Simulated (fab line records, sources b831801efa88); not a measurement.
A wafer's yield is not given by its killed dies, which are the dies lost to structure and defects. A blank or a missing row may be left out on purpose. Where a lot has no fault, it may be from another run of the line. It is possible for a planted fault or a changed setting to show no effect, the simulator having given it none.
The tool behind it: which one? -- flow sky130 -- 12 lots, 36 wafers sampled, at 5 steps of a route of 708

## WHAT THE GAUGES SHOWED, per wafer
SKY_FIELD_ISO_THK_MEAS_25. Usual: FIELD_ISO_CVD_24_THK 595 nm, standard deviation 5.7.
lot,measured,on,FIELD_ISO_CVD_24_THK (nm),flag
L203,day 2 08:46,filmMetro-04,606 598 596,
L204,day 2 14:00,filmMetro-01,595 607 596,
L206,day 2 22:02,filmMetro-01,606 601 603,
L208,day 3 11:40,filmMetro-01,596 596 596,
L211,day 3 23:40,filmMetro-01,595 597 582,
L212,day 4 07:32,filmMetro-03,597 598 597,
L215,day 5 00:13,filmMetro-04,588 590 597,
L218,day 5 16:57,filmMetro-01,586 597 593,
L220,day 5 23:59,filmMetro-01,590 594 590,
L221,day 6 07:00,filmMetro-01,595 589 589,
L223,day 6 18:13,filmMetro-03,593 595 596,
L225,day 7 05:11,filmMetro-03,592 597 594,

SKY_VT_ADJUST_HVTR_TW_MEAS_11. Usual: VT_ADJUST_HVTR_TW 210.4, standard deviation 1.8.
lot,measured,on,VT_ADJUST_HVTR_TW,flag
L203,day 9 08:41,filmMetro-04,207.2 207.4 207.0,
L204,day 9 19:33,filmMetro-04,206.5 206.5 206.2,
L206,day 10 07:53,filmMetro-02,212.1 211.9 212.4,
L208,day 10 21:53,filmMetro-04,208.9 208.5 208.9,
L211,day 11 21:54,filmMetro-01,211.1 211.0 211.8,
L212,day 12 07:33,filmMetro-02,213.0 212.5 212.1,
L215,day 13 09:50,filmMetro-04,209.4 209.8 210.0,
L218,day 14 08:38,filmMetro-04,210.2 209.4 209.1,
L220,day 14 19:12,filmMetro-01,211.7 213.8 210.8,
L221,day 15 03:13,filmMetro-04,209.4 209.6 209.4,
L223,day 16 02:13,filmMetro-01,211.4 213.3 212.4,
L225,day 16 11:08,filmMetro-04,208.9 210.3 210.2,

## WHICH TOOL RAN EACH LOT (tool, then ch and the chambers of the sampled wafers, then the start)
lot,SKY_DNWELL_STRIP_08,SKY_PWDE_COAT_02,SKY_PWDE_STRIP_09
L203,"plasmaAsher-01 ch 0,1, day 3 04:23","lithoTrack-02 ch 0, day 3 12:34","plasmaAsher-02 ch 0,1, day 3 20:07"
L204,"plasmaAsher-04 ch 0,1, day 3 11:20","lithoTrack-04 ch 0, day 3 18:51","plasmaAsher-04 ch 0,1, day 4 03:25"
L206,"plasmaAsher-04 ch 0,1, day 3 19:05","lithoTrack-01 ch 0, day 4 03:04","plasmaAsher-04 ch 0,1, day 4 11:55"
L208,"plasmaAsher-01 ch 0,1, day 4 08:11","lithoTrack-04 ch 0, day 4 15:37","plasmaAsher-02 ch 0,1, day 5 00:20"
L211,"plasmaAsher-04 ch 0,1, day 4 22:44","lithoTrack-02 ch 0, day 5 06:32","plasmaAsher-01 ch 0,1, day 5 16:17"
L212,"plasmaAsher-01 ch 0,1, day 5 05:35","lithoTrack-02 ch 0, day 5 14:01","plasmaAsher-04 ch 0,1, day 5 23:07"
L215,"plasmaAsher-03 ch 1, day 6 00:11","lithoTrack-02 ch 0, day 6 09:23","plasmaAsher-02 ch 0,1, day 6 19:28"
L218,"plasmaAsher-01 ch 0,1, day 6 16:44","lithoTrack-04 ch 0, day 7 01:18","plasmaAsher-04 ch 0, day 7 12:10"
L220,"plasmaAsher-03 ch 0,1, day 7 00:20","lithoTrack-01 ch 0, day 7 10:22","plasmaAsher-04 ch 0,1, day 7 20:23"
L221,"plasmaAsher-01 ch 0,1, day 7 06:52","lithoTrack-04 ch 0, day 7 16:54","plasmaAsher-02 ch 0,1, day 8 03:19"
L223,"plasmaAsher-03 ch 0,1, day 7 21:55","lithoTrack-04 ch 0, day 8 08:15","plasmaAsher-02 ch 0,1, day 8 18:43"
L225,"plasmaAsher-03 ch 0,1, day 8 06:14","lithoTrack-01 ch 0, day 8 16:01","plasmaAsher-02 ch 0,1, day 9 03:32"
- SKY_DNWELL_STRIP_08: strips in O2/N2.
- SKY_PWDE_COAT_02: resist thk 3000 nm.
- SKY_PWDE_STRIP_09: strips in O2/N2.

## WHAT THE TOOLS THEMSELVES READ (means of the sampled wafers that have a number; where no wafer has one, the mark that the record gives instead)
SKY_DNWELL_STRIP_08. Usual: drypumpMotorCurrentA 6.00 A, standard deviation 0.25; oesProductAu 0.722 a.u., standard deviation 0.0046; stripTimeToEndpointS 36.95 s, standard deviation 0.093.
lot,tool,drypumpMotorCurrentA (A),oesProductAu (a.u.),stripTimeToEndpointS (s),flag
L203,plasmaAsher-01,5.73,0.723,36.93,
L204,plasmaAsher-04,6.12,0.721,36.92,
L206,plasmaAsher-04,6.13,0.725,36.91,
L208,plasmaAsher-01,5.86,0.719,37.05,
L211,plasmaAsher-04,6.15,0.724,36.77,
L212,plasmaAsher-01,5.72,0.720,37.05,
L215,plasmaAsher-03,6.01,0.723,36.96,
L218,plasmaAsher-01,5.76,0.724,37.04,
L220,plasmaAsher-03,6.15,0.726,37.03,
L221,plasmaAsher-01,5.71,0.719,36.92,
L223,plasmaAsher-03,6.17,0.727,36.85,
L225,plasmaAsher-03,6.26,0.721,36.90,

SKY_PWDE_STRIP_09. Usual: drypumpMotorCurrentA 5.86 A, standard deviation 0.24; oesProductAu 0.723 a.u., standard deviation 0.0047; stripTimeToEndpointS 36.91 s, standard deviation 0.12.
lot,tool,drypumpMotorCurrentA (A),oesProductAu (a.u.),stripTimeToEndpointS (s),flag
L203,plasmaAsher-02,5.63,0.724,36.88,
L204,plasmaAsher-04,6.14,0.721,37.01,
L206,plasmaAsher-04,6.14,0.727,37.05,
L208,plasmaAsher-02,5.67,0.725,36.84,
L211,plasmaAsher-01,5.87,0.723,37.02,
L212,plasmaAsher-04,6.07,0.720,36.89,
L215,plasmaAsher-02,5.64,0.721,37.15,
L218,plasmaAsher-04,6.22,0.723,36.88,
L220,plasmaAsher-04,6.04,0.725,36.80,
L221,plasmaAsher-02,5.61,0.720,39.72,OFF
L223,plasmaAsher-02,5.63,0.723,39.65,OFF
L225,plasmaAsher-02,5.64,0.721,36.84,

## THE ANSWER, worked out from the rows above alone
Rule: a lot counts as off when the mean over its wafers that have a number is more than 3 standard deviations away from the usual mean. A lot without any number at a reading at which 4 lots or more have one is off too. Where the step has rows for the other lots, those lots are counted as sound. First the gauges in route order, then the tools' own readings, where a lot's mean is used as printed above. The first step at which some lot is off is used, and at that step the reading that is off furthest; a lot without a number counts as furthest.
Off at SKY_PWDE_STRIP_09 (stripTimeToEndpointS): L221, L223.
A tool fits if, at that step or a process step before it, it ran every lot that is off, and no sound lot after the first of them. One candidate fits, namely lithoTrack-04 at SKY_PWDE_COAT_02. A fault onset in the window from L218 (day 7 01:18, its last sound lot) to L221 (day 7 16:54, its first lot off) fits.

## WHAT HAD BEEN PUT IN BY THE SIMULATOR
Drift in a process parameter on lithoTrack-04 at SKY_PWDE_COAT_02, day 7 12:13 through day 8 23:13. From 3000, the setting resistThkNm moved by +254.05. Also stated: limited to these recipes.
Struck lots among those shown: L221, L223. Same finding as the rule above.
